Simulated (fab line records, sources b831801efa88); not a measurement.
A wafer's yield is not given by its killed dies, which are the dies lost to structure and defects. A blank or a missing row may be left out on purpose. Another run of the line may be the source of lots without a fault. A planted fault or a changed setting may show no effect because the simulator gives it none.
fab line records || flow sky130 || part 2 of 2: steps 30 to 37 of 37
record: {"lots": 5, "wafers": 15, "last_day": 49}
route steps=708 shown LI_CONTACT@371 LOCAL_INTERCONNECT@387 CONTACT@406
lots that met no fault: taken from a fault-free run of the same line
start_h: hours from the record's opening day to when the first of the lot's shown wafers began || wait_h: hours since the lot's step before || " identical to the entry in the row above || L1.1+2: one row covering several wafers at once || - no value present, or no start provided || * or withheld: withheld || < > ~ a bound
route shown NAME@n: names a module that has steps shown in the file, with the first one's number in the route || usual: the fault-free wafers' mean and standard deviation || same: alike in all rows || chamber/n: place in a boat || sites: each site's reading || _std_site: how widely they spread, as a standard deviation || _edge_site: outer sites' mean less inner sites' || radius_mm: how far each site lies from the wafer's centre || mask NAME#n: copy n || behind: the last tool/chamber to shape the wafer || hold: what put the lot on hold/how long, in hours/how the hold closed || device: transistor that didn't switch, given as n, p or np || end of line: the route-end tests of the same wafers || a step with no rows: only its recipe || killed: not the wafer's yield, but the dies lost to structure and defects at the first sort || map: a wafer's dies, marking killed ones x, the rest . and places with no die _
set.NAME: the setting the step ran with; set.NAME@STEP: the setting that earlier step ran with || model.NAME: the simulator's own value behind a step, which no gauge read
lots at selected steps of the route; one table per step, one row per wafer
services: when a tool's chamber went out of use (start_h, in hours from the record's first day, below 0 if earlier), for how many hours, and the reason
== steps ==
step: SKY_LOCAL_INTERCONNECT_ETCH_13
recipe: {"chemistry": "N2/H2", "target": "BARC", "ion_energy_ev": 200, "bias_w": 100, "pressure_mtorr": 30, "n2_flow_sccm": 100, "h2_flow_sccm": 200, "icp_w": 500, "stop_on": "SiO2", "time_s": 45.9, "target_depth_a": 600}
usual: {"drypump_motor_current_A": "5.54/0.21", "oes_product_au": "0.855/0.0049", "rf_fwd_power_W": "494.8/2.4", "throttle_valve_pct": "13.226/0.0087"}
{"lot.wafer": "L081.2", "tool": "rie_metal-01", "chamber": 1, "start_h": 757.87, "wait_h": 0.0, "drypump_motor_current_A": 5.82, "oes_product_au": 0.862, "rf_fwd_power_W": 495.5, "rf_hours_counter_h": 9, "throttle_valve_pct": 13.210}
{"lot.wafer": "L081.4", "tool": "rie_metal-01", "chamber": 1, "start_h": 757.87, "wait_h": 0.0, "drypump_motor_current_A": 5.82, "oes_product_au": 0.855, "rf_fwd_power_W": 497.3, "rf_hours_counter_h": "-", "throttle_valve_pct": 13.225}
{"lot.wafer": "L081.6", "tool": "rie_metal-01", "chamber": 0, "start_h": 757.87, "wait_h": 0.0, "drypump_motor_current_A": 5.50, "oes_product_au": 0.860, "rf_fwd_power_W": 494.1, "rf_hours_counter_h": "-", "throttle_valve_pct": 13.217}
{"lot.wafer": "L082.2", "tool": "rie_metal-04", "chamber": 1, "start_h": 766.24, "wait_h": 0.0, "drypump_motor_current_A": 5.44, "oes_product_au": 0.851, "rf_fwd_power_W": 491.7, "rf_hours_counter_h": "-", "throttle_valve_pct": 13.221}
{"lot.wafer": "L082.3", "tool": "rie_metal-04", "chamber": 1, "start_h": 766.24, "wait_h": 0.0, "drypump_motor_current_A": 5.47, "oes_product_au": 0.851, "rf_fwd_power_W": 491.8, "rf_hours_counter_h": "-", "throttle_valve_pct": 13.223}
{"lot.wafer": "L082.6", "tool": "rie_metal-04", "chamber": 1, "start_h": 766.24, "wait_h": 0.0, "drypump_motor_current_A": 5.44, "oes_product_au": 0.858, "rf_fwd_power_W": 491.5, "rf_hours_counter_h": "-", "throttle_valve_pct": 13.212}
{"lot.wafer": "L083.2", "tool": "rie_metal-02", "chamber": 0, "start_h": 774.82, "wait_h": 0.0, "drypump_motor_current_A": 5.14, "oes_product_au": 0.854, "rf_fwd_power_W": 493.4, "rf_hours_counter_h": 14, "throttle_valve_pct": 13.217}
{"lot.wafer": "L083.4", "tool": "rie_metal-02", "chamber": 1, "start_h": 774.82, "wait_h": 0.0, "drypump_motor_current_A": 5.62, "oes_product_au": 0.852, "rf_fwd_power_W": 499.6, "rf_hours_counter_h": "-", "throttle_valve_pct": 13.231}
{"lot.wafer": "L083.5", "tool": "rie_metal-02", "chamber": 1, "start_h": 774.82, "wait_h": 0.0, "drypump_motor_current_A": 5.66, "oes_product_au": 0.856, "rf_fwd_power_W": 498.8, "rf_hours_counter_h": "-", "throttle_valve_pct": 13.227}
{"lot.wafer": "L086.1", "tool": "rie_metal-01", "chamber": 0, "start_h": 802.22, "wait_h": 0.0, "drypump_motor_current_A": 5.51, "oes_product_au": 0.860, "rf_fwd_power_W": 493.8, "rf_hours_counter_h": 6, "throttle_valve_pct": 13.228}
{"lot.wafer": "L086.4", "tool": "rie_metal-01", "chamber": 0, "start_h": 802.22, "wait_h": 0.0, "drypump_motor_current_A": 5.51, "oes_product_au": 0.852, "rf_fwd_power_W": 495.7, "rf_hours_counter_h": "-", "throttle_valve_pct": 13.227}
{"lot.wafer": "L086.6", "tool": "rie_metal-01", "chamber": 1, "start_h": 802.22, "wait_h": 0.0, "drypump_motor_current_A": 5.79, "oes_product_au": 0.861, "rf_fwd_power_W": 501.0, "rf_hours_counter_h": "-", "throttle_valve_pct": 13.222}
{"lot.wafer": "L090.1", "tool": "rie_metal-01", "chamber": 1, "start_h": 827.99, "wait_h": 0.0, "drypump_motor_current_A": 5.78, "oes_product_au": 0.854, "rf_fwd_power_W": 495.5, "rf_hours_counter_h": 12, "throttle_valve_pct": 13.227}
{"lot.wafer": "L090.2", "tool": "rie_metal-01", "chamber": 0, "start_h": 827.99, "wait_h": 0.0, "drypump_motor_current_A": 5.51, "oes_product_au": 0.856, "rf_fwd_power_W": 496.7, "rf_hours_counter_h": 7, "throttle_valve_pct": 13.229}
{"lot.wafer": "L090.3", "tool": "rie_metal-01", "chamber": 0, "start_h": 827.99, "wait_h": 0.0, "drypump_motor_current_A": 5.52, "oes_product_au": 0.859, "rf_fwd_power_W": 495.8, "rf_hours_counter_h": "-", "throttle_valve_pct": 13.219}
step: SKY_LOCAL_INTERCONNECT_METAL_ETCH_14
recipe: {"target_depth_nm": 110, "stop_on": "PSG", "chemistry": "Cl2/BCl3", "target": "TiN", "resist_sidewall_deg": 88, "pressure_mtorr": 10, "icp_w": 900, "bias_w": 48.5, "Cl2_flow_sccm": 60, "bcl3_flow_sccm": 30, "time_s": 31.4}
usual: {"drypump_motor_current_A": "5.53/0.21", "oes_product_au": "0.940/0.0074", "rf_fwd_power_W": "889/5.6", "throttle_valve_pct": "21.902/0.0097"}
{"lot.wafer": "L081.2", "tool": "rie_metal-01", "chamber": 1, "start_h": 757.94, "wait_h": 0.0, "drypump_motor_current_A": 5.78, "oes_product_au": 0.942, "rf_fwd_power_W": 890, "rf_hours_counter_h": 9, "throttle_valve_pct": 21.906}
{"lot.wafer": "L081.4", "tool": "rie_metal-01", "chamber": 1, "start_h": 757.94, "wait_h": 0.0, "drypump_motor_current_A": 5.80, "oes_product_au": 0.946, "rf_fwd_power_W": 890, "rf_hours_counter_h": "-", "throttle_valve_pct": 21.898}
{"lot.wafer": "L081.6", "tool": "rie_metal-01", "chamber": 0, "start_h": 757.94, "wait_h": 0.0, "drypump_motor_current_A": 5.50, "oes_product_au": 0.932, "rf_fwd_power_W": 886, "rf_hours_counter_h": "-", "throttle_valve_pct": 21.912}
{"lot.wafer": "L082.2", "tool": "rie_metal-04", "chamber": 1, "start_h": 766.37, "wait_h": 0.1, "drypump_motor_current_A": 5.47, "oes_product_au": 0.931, "rf_fwd_power_W": 881, "rf_hours_counter_h": "-", "throttle_valve_pct": 21.892}
{"lot.wafer": "L082.3", "tool": "rie_metal-04", "chamber": 1, "start_h": 766.37, "wait_h": 0.1, "drypump_motor_current_A": 5.40, "oes_product_au": 0.936, "rf_fwd_power_W": 883, "rf_hours_counter_h": "-", "throttle_valve_pct": 21.894}
{"lot.wafer": "L082.6", "tool": "rie_metal-04", "chamber": 1, "start_h": 766.37, "wait_h": 0.1, "drypump_motor_current_A": 5.49, "oes_product_au": 0.937, "rf_fwd_power_W": 882, "rf_hours_counter_h": "-", "throttle_valve_pct": 21.910}
{"lot.wafer": "L083.2", "tool": "rie_metal-02", "chamber": 0, "start_h": 774.88, "wait_h": 0.0, "drypump_motor_current_A": 5.18, "oes_product_au": 0.943, "rf_fwd_power_W": 885, "rf_hours_counter_h": 14, "throttle_valve_pct": 21.914}
{"lot.wafer": "L083.4", "tool": "rie_metal-02", "chamber": 1, "start_h": 774.88, "wait_h": 0.0, "drypump_motor_current_A": 5.60, "oes_product_au": 0.937, "rf_fwd_power_W": 895, "rf_hours_counter_h": "-", "throttle_valve_pct": 21.896}
{"lot.wafer": "L083.5", "tool": "rie_metal-02", "chamber": 1, "start_h": 774.88, "wait_h": 0.0, "drypump_motor_current_A": 5.63, "oes_product_au": 0.940, "rf_fwd_power_W": 894, "rf_hours_counter_h": "-", "throttle_valve_pct": 21.907}
{"lot.wafer": "L086.1", "tool": "rie_metal-01", "chamber": 0, "start_h": 802.29, "wait_h": 0.0, "drypump_motor_current_A": 5.49, "oes_product_au": 0.945, "rf_fwd_power_W": 891, "rf_hours_counter_h": 6, "throttle_valve_pct": 21.891}
{"lot.wafer": "L086.4", "tool": "rie_metal-01", "chamber": 0, "start_h": 802.29, "wait_h": 0.0, "drypump_motor_current_A": 5.48, "oes_product_au": 0.939, "rf_fwd_power_W": 887, "rf_hours_counter_h": "-", "throttle_valve_pct": 21.901}
{"lot.wafer": "L086.6", "tool": "rie_metal-01", "chamber": 1, "start_h": 802.29, "wait_h": 0.0, "drypump_motor_current_A": 5.78, "oes_product_au": 0.947, "rf_fwd_power_W": 893, "rf_hours_counter_h": "-", "throttle_valve_pct": 21.895}
{"lot.wafer": "L090.1", "tool": "rie_metal-01", "chamber": 1, "start_h": 828.05, "wait_h": 0.0, "drypump_motor_current_A": 5.78, "oes_product_au": 0.950, "rf_fwd_power_W": 895, "rf_hours_counter_h": 12, "throttle_valve_pct": 21.890}
{"lot.wafer": "L090.2", "tool": "rie_metal-01", "chamber": 0, "start_h": 828.05, "wait_h": 0.0, "drypump_motor_current_A": 5.51, "oes_product_au": 0.946, "rf_fwd_power_W": 889, "rf_hours_counter_h": 7, "throttle_valve_pct": 21.895}
{"lot.wafer": "L090.3", "tool": "rie_metal-01", "chamber": 0, "start_h": 828.05, "wait_h": 0.0, "drypump_motor_current_A": 5.52, "oes_product_au": 0.952, "rf_fwd_power_W": 888, "rf_hours_counter_h": "-", "throttle_valve_pct": 21.888}
step: SKY_LOCAL_INTERCONNECT_STRIP_15
recipe: {"chemistry": "O2/N2", "power_w": 1400, "pressure_mtorr": 1500, "platen_temp_c": "withheld", "o2_flow_sccm": 3000, "n2_flow_sccm": 300, "overash_fraction": 0.5}
usual: {"drypump_motor_current_A": "5.7/0.37", "o2_flow_sccm": "3001/10", "oes_product_au": "0.427/0.004", "strip_time_to_endpoint_s": "4.732/0.02"}
{"lot.wafer": "L081.2", "tool": "plasma_asher-04", "chamber": 1, "start_h": 757.99, "wait_h": 0.0, "drypump_motor_current_A": 5.9, "o2_flow_sccm": 2999, "oes_product_au": 0.430, "rf_hours_counter_h": 2, "strip_time_to_endpoint_s": 4.737}
{"lot.wafer": "L081.4", "tool": "plasma_asher-04", "chamber": 1, "start_h": 757.99, "wait_h": 0.0, "drypump_motor_current_A": 5.9, "o2_flow_sccm": 2996, "oes_product_au": 0.432, "rf_hours_counter_h": "-", "strip_time_to_endpoint_s": 4.775}
{"lot.wafer": "L081.6", "tool": "plasma_asher-04", "chamber": 0, "start_h": 757.99, "wait_h": 0.0, "drypump_motor_current_A": 4.8, "o2_flow_sccm": 2990, "oes_product_au": 0.431, "rf_hours_counter_h": "-", "strip_time_to_endpoint_s": 4.713}
{"lot.wafer": "L082.2", "tool": "plasma_asher-03", "chamber": 1, "start_h": 766.45, "wait_h": 0.1, "drypump_motor_current_A": 5.6, "o2_flow_sccm": 2995, "oes_product_au": 0.430, "rf_hours_counter_h": 32, "strip_time_to_endpoint_s": 4.737}
{"lot.wafer": "L082.3", "tool": "plasma_asher-03", "chamber": 1, "start_h": 766.45, "wait_h": 0.1, "drypump_motor_current_A": 5.6, "o2_flow_sccm": 3006, "oes_product_au": 0.423, "rf_hours_counter_h": "-", "strip_time_to_endpoint_s": 4.715}
{"lot.wafer": "L082.6", "tool": "plasma_asher-03", "chamber": 0, "start_h": 766.45, "wait_h": 0.1, "drypump_motor_current_A": 6.0, "o2_flow_sccm": 3002, "oes_product_au": 0.419, "rf_hours_counter_h": "-", "strip_time_to_endpoint_s": 4.714}
{"lot.wafer": "L083.2", "tool": "plasma_asher-03", "chamber": 0, "start_h": 774.93, "wait_h": 0.0, "drypump_motor_current_A": 6.0, "o2_flow_sccm": 2986, "oes_product_au": 0.429, "rf_hours_counter_h": 33, "strip_time_to_endpoint_s": 4.675}
{"lot.wafer": "L083.4", "tool": "plasma_asher-03", "chamber": 1, "start_h": 774.93, "wait_h": 0.0, "drypump_motor_current_A": 5.6, "o2_flow_sccm": 2995, "oes_product_au": 0.421, "rf_hours_counter_h": "-", "strip_time_to_endpoint_s": 4.735}
{"lot.wafer": "L083.5", "tool": "plasma_asher-03", "chamber": 0, "start_h": 774.93, "wait_h": 0.0, "drypump_motor_current_A": 6.0, "o2_flow_sccm": 2993, "oes_product_au": 0.426, "rf_hours_counter_h": "-", "strip_time_to_endpoint_s": 4.734}
{"lot.wafer": "L086.1", "tool": "plasma_asher-03", "chamber": 0, "start_h": 802.34, "wait_h": 0.0, "drypump_motor_current_A": 6.0, "o2_flow_sccm": 3014, "oes_product_au": 0.429, "rf_hours_counter_h": 36, "strip_time_to_endpoint_s": 4.727}
{"lot.wafer": "L086.4", "tool": "plasma_asher-03", "chamber": 1, "start_h": 802.34, "wait_h": 0.0, "drypump_motor_current_A": 5.6, "o2_flow_sccm": 2992, "oes_product_au": 0.428, "rf_hours_counter_h": "-", "strip_time_to_endpoint_s": 4.717}
{"lot.wafer": "L086.6", "tool": "plasma_asher-03", "chamber": 0, "start_h": 802.34, "wait_h": 0.0, "drypump_motor_current_A": 6.0, "o2_flow_sccm": 3012, "oes_product_au": 0.435, "rf_hours_counter_h": "-", "strip_time_to_endpoint_s": 4.737}
{"lot.wafer": "L090.1", "tool": "plasma_asher-03", "chamber": 0, "start_h": 828.11, "wait_h": 0.0, "drypump_motor_current_A": 6.0, "o2_flow_sccm": 2997, "oes_product_au": 0.426, "rf_hours_counter_h": 38, "strip_time_to_endpoint_s": 4.711}
{"lot.wafer": "L090.2", "tool": "plasma_asher-03", "chamber": 1, "start_h": 828.11, "wait_h": 0.0, "drypump_motor_current_A": 5.6, "o2_flow_sccm": 3010, "oes_product_au": 0.430, "rf_hours_counter_h": 38, "strip_time_to_endpoint_s": 4.700}
{"lot.wafer": "L090.3", "tool": "plasma_asher-03", "chamber": 0, "start_h": 828.11, "wait_h": 0.0, "drypump_motor_current_A": 6.0, "o2_flow_sccm": 2988, "oes_product_au": 0.427, "rf_hours_counter_h": "-", "strip_time_to_endpoint_s": 4.720}
step: SKY_LOCAL_INTERCONNECT_STRIP_16
recipe: {"chemistry": "post_etch_residue_remover", "time_s": 1200, "temp_c": 72.5}
{"lot.wafer": "L081.2+4+6", "tool": "wet_bench-02", "chamber": 3, "start_h": 758.09, "wait_h": 0.1}
{"lot.wafer": "L082.2+3+6", "tool": "wet_bench-03", "chamber": 2, "start_h": 766.55, "wait_h": 0.1}
{"lot.wafer": "L083.2+4+5", "tool": "wet_bench-04", "chamber": 2, "start_h": 775.03, "wait_h": 0.1}
{"lot.wafer": "L086.1+4+6", "tool": "wet_bench-02", "chamber": 1, "start_h": 802.44, "wait_h": 0.1}
{"lot.wafer": "L090.1+2+3", "tool": "wet_bench-04", "chamber": 1, "start_h": 828.21, "wait_h": 0.1}
step: SKY_LOCAL_INTERCONNECT_CLEAN_17
recipe: {"chemistry": "IPA", "time_s": 180, "temp_c": 25}
{"lot.wafer": "L081.2+4+6", "tool": "wet_bench-04", "chamber": 3, "start_h": 758.43, "wait_h": 0.0}
{"lot.wafer": "L082.2+3+6", "tool": "wet_bench-02", "chamber": 0, "start_h": 766.92, "wait_h": 0.0}
{"lot.wafer": "L083.2+4+5", "tool": "wet_bench-02", "chamber": 1, "start_h": 775.37, "wait_h": 0.0}
{"lot.wafer": "L086.1+4+6", "tool": "wet_bench-04", "chamber": 3, "start_h": 802.78, "wait_h": 0.0}
{"lot.wafer": "L090.1+2+3", "tool": "wet_bench-03", "chamber": 0, "start_h": 828.58, "wait_h": 0.0}
step: SKY_LOCAL_INTERCONNECT_CLEAN_18
recipe: {"chemistry": "O3/DIW", "dry": "n2_spin"}
{"lot.wafer": "L081.2+4+6", "tool": "wet_bench-03", "chamber": 3, "start_h": 758.49, "wait_h": 0.0}
{"lot.wafer": "L082.2+3+6", "tool": "wet_bench-03", "chamber": 1, "start_h": 766.98, "wait_h": 0.0}
{"lot.wafer": "L083.2+4+5", "tool": "wet_bench-04", "chamber": 1, "start_h": 775.43, "wait_h": 0.0}
{"lot.wafer": "L086.1+4+6", "tool": "wet_bench-02", "chamber": 3, "start_h": 802.84, "wait_h": 0.0}
{"lot.wafer": "L090.1+2+3", "tool": "wet_bench-02", "chamber": 3, "start_h": 828.69, "wait_h": 0.0}
step: SKY_CONTACT_CVD_00
recipe: {"material": "Si3N4", "target_thk_nm": 75, "temp_c": 400, "time_s": "withheld", "rf_w": 450}
usual: {"heater_power_w": "721/92", "rf_fwd_power_W": "444.5/2.2"}
{"lot.wafer": "L081.2", "tool": "pecvd-02", "chamber": 2, "start_h": 758.58, "wait_h": 0.0, "heater_power_w": 827, "rf_fwd_power_W": 444.3}
{"lot.wafer": "L081.4", "tool": "pecvd-02", "chamber": 2, "start_h": 758.58, "wait_h": 0.0, "heater_power_w": 816, "rf_fwd_power_W": 445.0}
{"lot.wafer": "L081.6", "tool": "pecvd-02", "chamber": 0, "start_h": 758.58, "wait_h": 0.0, "heater_power_w": 702, "rf_fwd_power_W": 439.7}
{"lot.wafer": "L082.2", "tool": "pecvd-02", "chamber": 2, "start_h": 767.08, "wait_h": 0.0, "heater_power_w": 834, "rf_fwd_power_W": 442.7}
{"lot.wafer": "L082.3", "tool": "pecvd-02", "chamber": 0, "start_h": 767.08, "wait_h": 0.0, "heater_power_w": 724, "rf_fwd_power_W": 443.3}
{"lot.wafer": "L082.6", "tool": "pecvd-02", "chamber": 1, "start_h": 767.08, "wait_h": 0.0, "heater_power_w": 728, "rf_fwd_power_W": 443.9}
{"lot.wafer": "L083.2", "tool": "pecvd-04", "chamber": 2, "start_h": 775.52, "wait_h": 0.0, "heater_power_w": 656, "rf_fwd_power_W": 442.5}
{"lot.wafer": "L083.4", "tool": "pecvd-04", "chamber": 2, "start_h": 775.52, "wait_h": 0.0, "heater_power_w": 665, "rf_fwd_power_W": 444.5}
{"lot.wafer": "L083.5", "tool": "pecvd-04", "chamber": 1, "start_h": 775.52, "wait_h": 0.0, "heater_power_w": 556, "rf_fwd_power_W": 447.0}
{"lot.wafer": "L086.1", "tool": "pecvd-04", "chamber": 1, "start_h": 802.93, "wait_h": 0.0, "heater_power_w": 640, "rf_fwd_power_W": 448.2}
{"lot.wafer": "L086.4", "tool": "pecvd-04", "chamber": 2, "start_h": 802.93, "wait_h": 0.0, "heater_power_w": 672, "rf_fwd_power_W": 445.0}
{"lot.wafer": "L086.6", "tool": "pecvd-04", "chamber": 0, "start_h": 802.93, "wait_h": 0.0, "heater_power_w": 802, "rf_fwd_power_W": 447.0}
{"lot.wafer": "L090.1", "tool": "pecvd-04", "chamber": 2, "start_h": 828.79, "wait_h": 0.0, "heater_power_w": 657, "rf_fwd_power_W": 444.6}
{"lot.wafer": "L090.2", "tool": "pecvd-04", "chamber": 0, "start_h": 828.79, "wait_h": 0.0, "heater_power_w": 800, "rf_fwd_power_W": 446.7}
{"lot.wafer": "L090.3", "tool": "pecvd-04", "chamber": 1, "start_h": 828.79, "wait_h": 0.0, "heater_power_w": 634, "rf_fwd_power_W": 444.4}
step: SKY_CONTACT_THK_MEAS_01
recipe: {"reads": "Si3N4_of_CONTACT_CVD_00"}
usual: {"CONTACT_CVD_00_THK": "75.5/0.97"}
{"lot.wafer": "L081.2", "tool": "film_metro-01", "chamber": "-", "start_h": 758.62, "wait_h": "-", "CONTACT_CVD_00_THK[nm]": 74.8}
{"lot.wafer": "L081.4", "tool": "film_metro-01", "chamber": "-", "start_h": 758.62, "wait_h": "-", "CONTACT_CVD_00_THK[nm]": 75.3}
{"lot.wafer": "L081.6", "tool": "film_metro-01", "chamber": "-", "start_h": 758.62, "wait_h": "-", "CONTACT_CVD_00_THK[nm]": 77.0}
{"lot.wafer": "L082.2", "tool": "film_metro-02", "chamber": "-", "start_h": 767.13, "wait_h": "-", "CONTACT_CVD_00_THK[nm]": 73.8}
{"lot.wafer": "L082.3", "tool": "film_metro-02", "chamber": "-", "start_h": 767.13, "wait_h": "-", "CONTACT_CVD_00_THK[nm]": 74.4}
{"lot.wafer": "L082.6", "tool": "film_metro-02", "chamber": "-", "start_h": 767.13, "wait_h": "-", "CONTACT_CVD_00_THK[nm]": 75.3}
{"lot.wafer": "L083.2", "tool": "film_metro-01", "chamber": "-", "start_h": 775.57, "wait_h": "-", "CONTACT_CVD_00_THK[nm]": 74.0}
{"lot.wafer": "L083.4", "tool": "film_metro-01", "chamber": "-", "start_h": 775.57, "wait_h": "-", "CONTACT_CVD_00_THK[nm]": 75.7}
{"lot.wafer": "L083.5", "tool": "film_metro-01", "chamber": "-", "start_h": 775.57, "wait_h": "-", "CONTACT_CVD_00_THK[nm]": 76.3}
{"lot.wafer": "L086.1", "tool": "film_metro-04", "chamber": "-", "start_h": 802.96, "wait_h": "-", "CONTACT_CVD_00_THK[nm]": 74.4}
{"lot.wafer": "L086.4", "tool": "film_metro-04", "chamber": "-", "start_h": 802.96, "wait_h": "-", "CONTACT_CVD_00_THK[nm]": 75.5}
{"lot.wafer": "L086.6", "tool": "film_metro-04", "chamber": "-", "start_h": 802.96, "wait_h": "-", "CONTACT_CVD_00_THK[nm]": 75.2}
{"lot.wafer": "L090.1", "tool": "film_metro-02", "chamber": "-", "start_h": 828.82, "wait_h": "-", "CONTACT_CVD_00_THK[nm]": 75.1}
{"lot.wafer": "L090.2", "tool": "film_metro-02", "chamber": "-", "start_h": 828.82, "wait_h": "-", "CONTACT_CVD_00_THK[nm]": 75.4}
{"lot.wafer": "L090.3", "tool": "film_metro-02", "chamber": "-", "start_h": 828.82, "wait_h": "-", "CONTACT_CVD_00_THK[nm]": 74.6}
== services ==
{"tool": "rie_diel-01", "chamber": 1, "start_h": 694.38, "hours": 3.8, "kind": "repair"}
{"tool": "krf_scanner-02", "chamber": "-", "start_h": 695.16, "hours": 1.3, "kind": "pm"}
{"tool": "rie_metal-02", "chamber": 0, "start_h": 695.24, "hours": 32.2, "kind": "repair"}
{"tool": "cmp-02", "chamber": "-", "start_h": 697.87, "hours": 0.3, "kind": "repair"}
{"tool": "pvd_sputter-04", "chamber": "-", "start_h": 698.36, "hours": 1.0, "kind": "repair"}
{"tool": "krf_scanner-02", "chamber": "-", "start_h": 703.76, "hours": 0.8, "kind": "pm"}
{"tool": "cvd_w-02", "chamber": 1, "start_h": 716.27, "hours": 58.0, "kind": "repair"}
{"tool": "rie_diel-01", "chamber": 1, "start_h": 725.57, "hours": 6.5, "kind": "repair"}
{"tool": "plasma_asher-04", "chamber": "-", "start_h": 733.75, "hours": 9.0, "kind": "pm"}
{"tool": "rie_metal-01", "chamber": "-", "start_h": 738.07, "hours": 2.8, "kind": "pm"}
{"tool": "plasma_asher-03", "chamber": "-", "start_h": 745.30, "hours": 1.6, "kind": "repair"}
{"tool": "cmp-02", "chamber": "-", "start_h": 750.62, "hours": 4.0, "kind": "pm"}
{"tool": "rie_diel-01", "chamber": 3, "start_h": 760.04, "hours": 3.0, "kind": "repair"}
{"tool": "pvd_sputter-02", "chamber": "-", "start_h": 770.12, "hours": 0.5, "kind": "repair"}
{"tool": "pvd_sputter-03", "chamber": "-", "start_h": 781.00, "hours": 3.0, "kind": "repair"}
{"tool": "cmp-02", "chamber": "-", "start_h": 801.94, "hours": 3.8, "kind": "pm"}
{"tool": "wet_bench-03", "chamber": "-", "start_h": 806.36, "hours": 1.9, "kind": "pm"}
{"tool": "wet_bench-01", "chamber": "-", "start_h": 807.14, "hours": 1.9, "kind": "repair"}
{"tool": "krf_scanner-02", "chamber": "-", "start_h": 807.74, "hours": 4.0, "kind": "pm"}
{"tool": "cmp-02", "chamber": "-", "start_h": 808.34, "hours": 0.3, "kind": "repair"}
{"tool": "rie_diel-01", "chamber": "-", "start_h": 810.39, "hours": 0.5, "kind": "repair"}
{"tool": "plasma_asher-04", "chamber": "-", "start_h": 810.80, "hours": 2.8, "kind": "pm"}
{"tool": "plasma_asher-03", "chamber": "-", "start_h": 811.69, "hours": 2.8, "kind": "pm"}
{"tool": "krf_scanner-02", "chamber": "-", "start_h": 812.02, "hours": 1.0, "kind": "pm"}
